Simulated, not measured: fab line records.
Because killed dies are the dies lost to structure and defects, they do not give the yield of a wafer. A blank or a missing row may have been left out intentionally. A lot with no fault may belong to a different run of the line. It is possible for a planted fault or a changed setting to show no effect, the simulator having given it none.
Problem report in the 8D (eight disciplines) form, filled by code || flow sky130 || the parts of the form that need people (team, actions taken, sign-off) are left out

1. WHAT IS WRONG
Across 6 wafers from 2 lots, NWELL_OXIDATION_THK at SKY_NWELL_THK_MEAS_02 averages 12.14 nm, while fault-free wafers read 10.08 nm with a standard deviation of 0.15. That puts it +14 standard deviations away from the usual mean.
Earliest sighting: wafer L231.2 on filmMetro-02 at day 4 03:34. The record holds 33 wafers of 11 lots with a number at this step. The rule behind "out" and "out of limits": a value lying over 4 standard deviations away from the usual mean. Any other wafer with a number is counted as sound.

2. WHAT IT IS; WHAT IT IS NOT
{"question": "which readings at this step", "is": "NWELL_OXIDATION_THK", "is not": "-"}
{"question": "which lots", "is": "L230, L231", "is not": "L224, L226, L234, L235, L236, L237, L241, L242, L243"}
{"question": "which wafers of those lots", "is": "all that have a number", "is not": "-"}
{"question": "read on which gauges", "is": "filmMetro-01, filmMetro-02", "is not": "filmMetro-03"}
{"question": "when", "is": "from day 4 03:34", "is not": "up to then (6 sound wafers); but 21 sound wafers of L234, L235, L236, L237, L241, L242, L243 came after"}

3. SUSPECTS, AND WHAT RULES EACH OUT
Counting: any tool at a process step up to the reading is kept as a suspect provided that every lot that is out went through it and no sound lot did after the first of them.
- the gauge at SKY_NWELL_THK_MEAS_02: ruled out. The wafers that are out were read on 2 gauges (filmMetro-01, filmMetro-02).
- cmp-02 at SKY_FIELD_ISO_CMP_27 (polishes, stops on Si3N4, t overpolish 16 s, target thk 457.8 nm): ruled out as a lasting fault. After its first lot that is out, L230 (day 3 23:31), sound lots L234, L235, L236, L237, L242, L243 ran on it.
- furnace-01 at SKY_NWELL_OXIDATION_01 (stabilise 600 s, purge 300 s, target thk 10 nm): kept. It processed each lot that is out, first L230 at day 4 02:09, and no sound lot thereafter; up to then, the last sound lot it processed was L226 at day 3 06:13. On those wafers its own readings are out: spikeTcBottomC, spikeTcCentreC, spikeTcLowerC, spikeTcTopC, spikeTcUpperC, tubeCenterTempC, tube_center_temp_C_max.
After counting, what remains is furnace-01 at SKY_NWELL_OXIDATION_01.

4. THE CAUSE (what the simulator had put in)
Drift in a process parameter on furnace-01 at SKY_NWELL_OXIDATION_01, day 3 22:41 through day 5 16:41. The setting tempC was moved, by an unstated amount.
This tool alone remained once counting was done.

5. THE EFFECT CHAIN, in route order
Each row: a reading where the mean over the struck wafers with a number is more than 3 standard deviations away from the usual. Only readings for which the record gives a usual standard deviation are gone through. hours: the time from each lot's start at the first step in this table that gives one to its start at this step, as a median over the lots. sigmas: the change in usual standard deviations.
{"hours": 0, "step": "SKY_NWELL_OXIDATION_01", "reading": "spikeTcBottomC", "usual": "916.5 C", "on struck wafers": 933.4, "change": "+16.9", "sigmas": "+8.0"}
{"hours": 0, "step": "SKY_NWELL_OXIDATION_01", "reading": "spikeTcCentreC", "usual": "901.1 C", "on struck wafers": 918.7, "change": "+17.6", "sigmas": "+18"}
{"hours": 0, "step": "SKY_NWELL_OXIDATION_01", "reading": "spikeTcLowerC", "usual": "900.1 C", "on struck wafers": 917.6, "change": "+17.5", "sigmas": "+16"}
{"hours": 0, "step": "SKY_NWELL_OXIDATION_01", "reading": "spikeTcTopC", "usual": "911.1 C", "on struck wafers": 931.2, "change": "+20.1", "sigmas": "+7.2"}
{"hours": 0, "step": "SKY_NWELL_OXIDATION_01", "reading": "spikeTcUpperC", "usual": "898.3 C", "on struck wafers": 915.7, "change": "+17.4", "sigmas": "+16"}
{"hours": 0, "step": "SKY_NWELL_OXIDATION_01", "reading": "tubeCenterTempC", "usual": "900 C", "on struck wafers": 918, "change": "+18", "sigmas": "+99 or more"}
{"hours": 0, "step": "SKY_NWELL_OXIDATION_01", "reading": "tube_center_temp_C_max", "usual": 902.3, "on struck wafers": 920.4, "change": "+18.1", "sigmas": "+45"}
{"hours": 0, "step": "SKY_NWELL_OXIDATION_01", "reading": "zonePowerBottomPct", "usual": "26.3 %", "on struck wafers": 27.9, "change": "+1.6", "sigmas": "+3.4"}
{"hours": 1, "step": "SKY_NWELL_THK_MEAS_02", "reading": "NWELL_OXIDATION_THK", "usual": "10.08 nm", "on struck wafers": 12.14, "change": "+2.06", "sigmas": "+14"}
Its process steps:
- SKY_NWELL_OXIDATION_01: stabilise 600 s, purge 300 s, target thk 10 nm.

6. WHAT WOULD HAVE CAUGHT IT SOONER
The first out-of-limits reading at a measuring or inspecting step in this record came at day 4 03:34, 5 hours after the fault's start at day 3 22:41.
Tool's own readings at SKY_NWELL_OXIDATION_01, spikeTcBottomC, spikeTcCentreC, spikeTcLowerC, spikeTcTopC, spikeTcUpperC, tubeCenterTempC, tube_center_temp_C_max: out on all struck wafers the step has rows for; an alarm limit on them would have tripped on the first.
The start of SKY_NWELL_OXIDATION_01 on furnace-01 came by day 4 03:34 for every one of the lots that are out (2). None of them would have been spared by holding the tool at that moment.
